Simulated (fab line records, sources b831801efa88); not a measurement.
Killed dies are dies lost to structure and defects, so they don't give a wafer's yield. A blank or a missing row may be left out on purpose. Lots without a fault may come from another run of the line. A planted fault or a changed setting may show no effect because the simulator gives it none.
Which tool did it? | flow gf180mcu | 6 lots, 18 wafers sampled, at 2 steps of a route of 602

WHAT THE GAUGES READ, wafer by wafer
GF_VT_IMPLANT_RS_MEAS_47: measures by four-point-probe.
lot  | measured     | on            | NWELL_RS (ohm/sq)
L299 | day 7 21:25  | film_metro-03 | 488.2 488.2 486.6
L301 | day 8 13:02  | film_metro-03 | 486.8 487.0 486.6
L303 | day 8 22:46  | film_metro-02 | 488.3 487.2 488.1
L312 | day 11 21:26 | film_metro-03 | 493.1 494.9 496.3 494.0 495.5 495.1
L313 | day 12 04:14 | film_metro-02 | 489.5 487.9 488.6
L319 | day 13 10:23 | film_metro-02 | 490.8 489.8 489.5

WHICH TOOL RAN EACH LOT (tool, then ch and the chambers of the sampled wafers, then the start)
lot  | GF_NWELL_IMPLANT_08
L299 | implanter-01 ch 0, day 3 15:08
L301 | implanter-02 ch 0, day 4 03:40
L303 | implanter-01 ch 0, day 4 11:47
L312 | implanter-02 ch 0, day 6 18:22
L313 | implanter-04 ch 0, day 7 01:25
L319 | implanter-04 ch 0, day 8 01:25
- GF_NWELL_IMPLANT_08

THE ANSWER, worked out from the rows above alone
Rule: what is usual is taken from the lots themselves. Put in order of their means at a reading, lots are off if they are a third of the lots or fewer, leave a main group of 4 or more, and stand apart from it by a gap of 3 or more times the standard deviation of the main group's means; of several such gaps the widest counts. A main group whose means are all the same, to the digits that the tables above print for the reading, isn't used. A lot without any number at a reading at which 4 lots or more have one is off too. The other lots that the step has rows for count as sound.
Off: L312, at GF_VT_IMPLANT_RS_MEAS_47 (NWELL_RS). The main group: mean 488.2 ohm/sq, standard deviation 1.1.
A tool fits if, at a process step before that reading, it ran every lot that is off, and no sound lot after the first of them. The gauges at GF_VT_IMPLANT_RS_MEAS_47 are tried like those tools. Can't be told from this: 2 tools fit, implanter-02 at GF_NWELL_IMPLANT_08, film_metro-03 at GF_VT_IMPLANT_RS_MEAS_47.

WHAT THE SIMULATOR HAD PUT IN
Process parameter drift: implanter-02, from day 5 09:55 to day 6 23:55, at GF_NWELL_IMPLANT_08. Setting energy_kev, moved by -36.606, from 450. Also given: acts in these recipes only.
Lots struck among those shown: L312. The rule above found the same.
